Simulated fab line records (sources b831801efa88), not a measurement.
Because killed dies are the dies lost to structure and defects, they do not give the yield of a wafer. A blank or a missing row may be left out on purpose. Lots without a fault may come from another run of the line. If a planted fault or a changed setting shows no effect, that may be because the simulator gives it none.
Which of the tools did it? | flow gf180mcu | 15 lots with 45 wafers sampled at 3 steps, on a route of 602 steps

## WHAT THE GAUGES SHOWED, per wafer
GF_M3_CD_MEAS_14 targets a cd of 280 nm. Usual: cdNm at 279.7 nm, with a standard deviation of 1.2.
lot  | measured     | on       | cdNm (nm)         | flag
L244 | day 21 17:39 | cdSem-02 | 281.3 280.6 280.6 | 
L247 | day 22 17:34 | cdSem-01 | 279.4 280.2 279.6 | 
L248 | day 23 00:09 | cdSem-02 | 279.8 280.6 280.3 | 
L249 | day 23 02:14 | cdSem-02 | 280.6 280.0 280.6 | 
L257 | day 25 15:39 | cdSem-02 | - - -             | OFF
L258 | day 26 08:00 | cdSem-01 | - - -             | OFF
L259 | day 26 13:14 | cdSem-01 | - - -             | OFF
L260 | day 26 20:58 | cdSem-01 | 278.3 279.0 278.5 | 
L261 | day 26 23:47 | cdSem-01 | 279.4 277.7 278.6 | 
L262 | day 27 09:26 | cdSem-01 | 278.7 278.4 279.0 | 
L263 | day 27 19:58 | cdSem-01 | 280.3 280.9 280.7 | 
L264 | day 27 21:47 | cdSem-01 | 278.4 278.0 278.3 | 
L265 | day 28 07:38 | cdSem-01 | 279.3 279.2 279.0 | 
L266 | day 28 13:49 | cdSem-01 | 279.8 279.3 279.4 | 
L267 | day 28 23:16 | cdSem-01 | 280.6 281.6 280.0 | 

## WHAT TOOL EACH LOT RAN ON (gives the tool, then ch and the chambers of the sampled wafers, and finally the start)
lot  | GF_M3_SPUTTER_00            | GF_M3_PEB_12
L244 | pvdSputter-02, day 20 17:45 | lithoTrack-02 ch 0, day 21 17:19
L247 | pvdSputter-03, day 21 18:34 | lithoTrack-03 ch 0, day 22 17:13
L248 | pvdSputter-02, day 22 00:38 | lithoTrack-04 ch 0, day 22 23:48
L249 | pvdSputter-01, day 22 02:34 | lithoTrack-03 ch 0, day 23 01:54
L257 | pvdSputter-03, day 24 18:10 | lithoTrack-02, day 25 15:19
L258 | pvdSputter-02, day 25 11:09 | lithoTrack-02, day 26 07:40
L259 | pvdSputter-03, day 25 16:25 | lithoTrack-02, day 26 12:53
L260 | pvdSputter-03, day 26 00:43 | lithoTrack-03 ch 0, day 26 20:37
L261 | pvdSputter-02, day 26 03:07 | lithoTrack-04 ch 0, day 26 23:20
L262 | pvdSputter-02, day 26 12:17 | lithoTrack-02 ch 0, day 27 09:05
L263 | pvdSputter-02, day 26 22:58 | lithoTrack-03 ch 0, day 27 19:37
L264 | pvdSputter-02, day 27 01:31 | lithoTrack-03 ch 0, day 27 21:24
L265 | pvdSputter-03, day 27 12:12 | lithoTrack-02 ch 0, day 28 07:17
L266 | pvdSputter-03, day 27 18:16 | lithoTrack-03 ch 0, day 28 13:29
L267 | pvdSputter-03, day 27 23:57 | lithoTrack-02 ch 0, day 28 18:59
- GF_M3_SPUTTER_00: material Ti, target thk 37.5 nm, time 150 s.
- GF_M3_PEB_12: peb time 90 s.

## AS READ BY THE TOOLS THEMSELVES (means over the sampled wafers that have a number; for cases with no such wafer, the mark the record gives instead)
GF_M3_SPUTTER_00. Usual: throttleValvePct at 30.4 %, with a standard deviation of 0.75.
lot  | tool          | throttleValvePct (%) | flag
L244 | pvdSputter-02 | 29.8                 | 
L247 | pvdSputter-03 | 31.1                 | 
L248 | pvdSputter-02 | 30.2                 | 
L249 | pvdSputter-01 | 30.0                 | 
L257 | pvdSputter-03 | 30.8                 | 
L258 | pvdSputter-02 | 29.9                 | 
L259 | pvdSputter-03 | 31.0                 | 
L260 | pvdSputter-03 | 31.4                 | 
L261 | pvdSputter-02 | 30.0                 | 
L262 | pvdSputter-02 | 29.7                 | 
L263 | pvdSputter-02 | 29.7                 | 
L264 | pvdSputter-02 | 29.7                 | 
L265 | pvdSputter-03 | 30.9                 | 
L266 | pvdSputter-03 | 31.0                 | 
L267 | pvdSputter-03 | 31.3                 | 

GF_M3_PEB_12. Usual: chillPlateTempC 22.97 C, standard deviation 0.11; exhaustPa 45.2 Pa, standard deviation 0.86.
lot  | tool          | chillPlateTempC (C) | exhaustPa (Pa) | flag
L244 | lithoTrack-02 | 23.00               | 44.9           | 
L247 | lithoTrack-03 | 22.96               | 45.4           | 
L248 | lithoTrack-04 | 22.88               | 45.3           | 
L249 | lithoTrack-03 | 22.92               | 45.3           | 
L257 | lithoTrack-02 | -                   | -              | OFF
L258 | lithoTrack-02 | -                   | -              | OFF
L259 | lithoTrack-02 | -                   | -              | OFF
L260 | lithoTrack-03 | 23.12               | 45.4           | 
L261 | lithoTrack-04 | 22.86               | 45.8           | 
L262 | lithoTrack-02 | 22.99               | 45.2           | 
L263 | lithoTrack-03 | 22.96               | 44.6           | 
L264 | lithoTrack-03 | 22.97               | 44.5           | 
L265 | lithoTrack-02 | 22.83               | 45.1           | 
L266 | lithoTrack-03 | 23.00               | 45.2           | 
L267 | lithoTrack-02 | 22.99               | 45.4           | 

## THE ANSWER, worked out from the rows above alone
Rule: lot off if the mean of its wafers having a number is beyond 3 standard deviations from the usual mean. A lot without any number at a reading at which 4 lots or more have one is off too. The other lots that the step has rows for count as sound. After the gauges, taken in route order, come the tools' own readings; for these a lot's mean is taken, as printed above. The first step at which some lot is off is used, and at that step the reading that is off furthest; a lot without a number counts as furthest.
Off: L257, L258, L259 (GF_M3_CD_MEAS_14, cdNm). Without a number there: L257, L258, L259.
If a tool, at a process step before that reading, ran all the lots that are off and no sound lot after the first of them, it fits. The gauges at GF_M3_CD_MEAS_14 aren't tried: what is off there is off at GF_M3_PEB_12 too, on other tools, and a gauge's error can't cause that. No candidate that was tried fits.

## WHAT HAD BEEN PUT IN BY THE SIMULATOR
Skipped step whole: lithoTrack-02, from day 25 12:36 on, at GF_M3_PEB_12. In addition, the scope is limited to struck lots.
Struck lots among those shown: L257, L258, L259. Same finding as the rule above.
